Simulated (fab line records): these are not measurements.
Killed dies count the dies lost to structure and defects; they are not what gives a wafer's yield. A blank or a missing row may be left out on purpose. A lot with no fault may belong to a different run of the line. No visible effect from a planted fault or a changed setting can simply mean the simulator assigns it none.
Comparing a struck lot with a sound one + flow sky130 + 43 steps out of a route of 708
Sound: the wafers L720.3, L720.4, L720.6. Struck: wafers L738.3, L738.4, L738.6. The cause comes at the end.
Order at every step that has rows: each side's tool, ch and its chambers, its first start. Under that, the readings that differ: sound wafers + struck wafers + difference of the means + sigmas: that difference in standard deviations of wafers without a fault.
alike: a reading whose means differ by less than 2 such deviations, as well as words and numbers matching on both sides. not compared: withheld readings; readings where some wafer has no value; bounds like >300 that might hide an equal value; numbers whose values overlap and for which the record gives no deviation.
Wherever a step has rows on one side only, a row that says differs or no value, or a row with sigmas, the two part there. Numbers that have no deviation but don't overlap get no sigmas and don't part them. A reading that every wafer of one side lacks parts them only if that side has two wafers or more.

first, 7 steps without rows for these wafers: SKY_VIA4_DEHYDRATE_04 (time 60 s); SKY_VIA4_HMDS_05 (prime time 60 s); SKY_VIA4_COAT_06 (resist thk 1140 nm); SKY_VIA4_SOFTBAKE_07 (time 60 s); SKY_VIA4_EXPOSE_08 (exposes mask VIM4, target cd 800 nm); SKY_VIA4_PEB_09; SKY_VIA4_DEVELOP_10 (develop time 60 s).
SKY_VIA4_OVL_MEAS_11:
  struck on overlay-01, day 47 18:58; sound on overlay-01, day 42 17:18
  alike: VIA4_OVL
then, 4 steps without rows for these wafers: SKY_VIA4_ETCH_12 (etches SiO2 in C4F8/O2/Ar, stops on TiN, target depth 580 nm); SKY_VIA4_STRIP_13 (strips in O2/N2); SKY_VIA4_STRIP_14 (strips in post etch residue remover, time 1200 s); SKY_VIA4_CLEAN_15 (cleans in IPA, time 180 s).
SKY_VIA4_CLEAN_16: cleans in O3/DIW.
  sound on wetBench-03 ch 1, day 42 17:58; struck on wetBench-03 ch 2, day 47 19:34
then, 1 step without rows for these wafers: SKY_VIA4_SPUTTER_17 (material TiN, target thk 20 nm, time 80 s).
SKY_VIA4_CVD_18: deposits W, target thk 505 nm, time 152.14 s.
  sound on cvdW-02 ch 0,1, day 42 18:10; struck on cvdW-02 ch 0,1, day 47 19:46
  alike: heaterPowerW
SKY_VIA4_RS_MEAS_19: measures by four-point-probe.
  struck on filmMetro-01, day 47 19:54; sound on filmMetro-01, day 42 18:19
  alike: VIA4_W_RS
SKY_VIA4_THK_MEAS_20: measures by xrf.
  struck on filmMetro-01, day 47 20:00; sound on filmMetro-01, day 42 18:25
  alike: VIA4_W_THK
SKY_VIA4_CMP_21: polishes, stops on SiO2, t overpolish 25 s, target thk 0 nm.
  sound on cmp-02 ch 0,1,2, day 42 18:50; struck on cmp-02 ch 1,3, day 47 20:11
  alike: motorCurrentA, overpolishRunS, platenRpm, timeToEndpointS
then, 3 steps without rows for these wafers: SKY_METAL5_SPUTTER_00 (material Ti, target thk 15 nm, time 10 s); SKY_METAL5_SPUTTER_01 (material TiN, target thk 20 nm, time 16.7 s); SKY_METAL5_SPUTTER_02 (material AlCu, target thk 1150 nm, time 61.2 s).
SKY_METAL5_SPUTTER_03: material Ti, target thk 5 nm, time 3.3 s.
  struck on pvdSputter-03, day 47 20:32; sound on pvdSputter-01, day 42 19:14
  alike: throttleValvePct
SKY_METAL5_SPUTTER_04: material TiN, target thk 70 nm, time 58.3 s.
  struck on pvdSputter-03, day 47 20:33; sound on pvdSputter-01, day 42 19:15
  alike: throttleValvePct
SKY_METAL5_RS_MEAS_05: measures by four-point-probe.
  struck on filmMetro-02, day 47 20:38; sound on filmMetro-04, day 42 19:21
  alike: METAL5_ALCU_RS
SKY_METAL5_THK_MEAS_06: measures by xrf.
  struck on filmMetro-02, day 47 20:44; sound on filmMetro-04, day 42 19:27
  alike: METAL5_ALCU_THK
then, 9 steps without rows for these wafers: SKY_METAL5_DEHYDRATE_07 (time 60 s); SKY_METAL5_HMDS_08 (prime time 60 s); SKY_METAL5_COAT_09 (resist thk 1800 nm); SKY_METAL5_SOFTBAKE_10 (time 60 s); SKY_METAL5_EXPOSE_11 (exposes mask MM5, target cd 1600 nm); SKY_METAL5_PEB_12; SKY_METAL5_DEVELOP_13 (develop time 60 s); SKY_METAL5_DESCUM_14 (chemistry O2, time 11 s); SKY_METAL5_METAL_ETCH_15 (etches the open film in Cl2/BCl3, stops on SiO2, target depth 1260 nm, time 252 s).
SKY_METAL5_STRIP_16: strips in O2/N2.
  sound on plasmaAsher-02 ch 0,1, day 43 18:17; struck on plasmaAsher-02 ch 0,1, day 48 15:47
| reading                  | sound             | struck            | difference | sigmas |
|--------------------------|-------------------|-------------------|------------|--------|
| stripTimeToEndpointS (s) | 13.03 12.98 13.00 | 13.25 13.22 13.27 | +0.24      | +2     |
  alike: drypumpMotorCurrentA, oesProductAu
  not compared: rfHoursCounterH
then, 4 steps without rows for these wafers: SKY_METAL5_STRIP_17 (strips in post etch residue remover, time 1200 s); SKY_METAL5_CLEAN_18 (cleans in IPA, time 180 s); SKY_METAL5_CLEAN_19 (cleans in O3/DIW); SKY_PASSIVATION_CVD_00 (deposits SiO2, target thk 90 nm).
SKY_PASSIVATION_THK_MEAS_01:
  struck on filmMetro-04, day 48 16:23; sound on filmMetro-04, day 43 18:55
  alike: PASSIVATION_CVD_00_THK
then, 1 step without rows for these wafers: SKY_PASSIVATION_CVD_02 (deposits Si3N4, target thk 540 nm).
SKY_PASSIVATION_THK_MEAS_03:
  struck on filmMetro-04, day 48 16:41; sound on filmMetro-01, day 43 19:11
  alike: PASSIVATION_CVD_02_THK
SKY_PAD_OPEN_PROBE_99:
  struck on prober-02, day 50 05:06; sound on prober-01, day 45 16:26
| reading                               | sound             | struck            | difference | sigmas |
|---------------------------------------|-------------------|-------------------|------------|--------|
| killed_at_M4_up                       | 6 1 5             | 31 31 37          | +29        | +16    |
| sort_bin_3_pad_short (%)              | 1.2 0.8 0.4       | 2.0 1.8 2.0       | +1.1       | +3     |
| model.etest.tester.sort_bin_3_pct (%) | 1.22 0.813 0.4065 | 2.033 1.829 2.033 | +1.152     |        |
  alike: defectLimitedYield, killed_at_M0_to_M3, killedAtContacts, killedAtFrontEnd, killedAtOther, killedDies, killedOpen, killedShort, sort_bin_5_function, sort_bin_6_memory, sortNPass, sortYieldPct
  not compared: model.etest.tester.sortNPass, model.etest.tester.sortYieldPct, model.etest.tester.sort_bin_5_pct

## WHERE THEY PART
Earliest at SKY_METAL5_STRIP_16; latest, in this record, at SKY_PAD_OPEN_PROBE_99.

WHY: what had been put in by the simulator
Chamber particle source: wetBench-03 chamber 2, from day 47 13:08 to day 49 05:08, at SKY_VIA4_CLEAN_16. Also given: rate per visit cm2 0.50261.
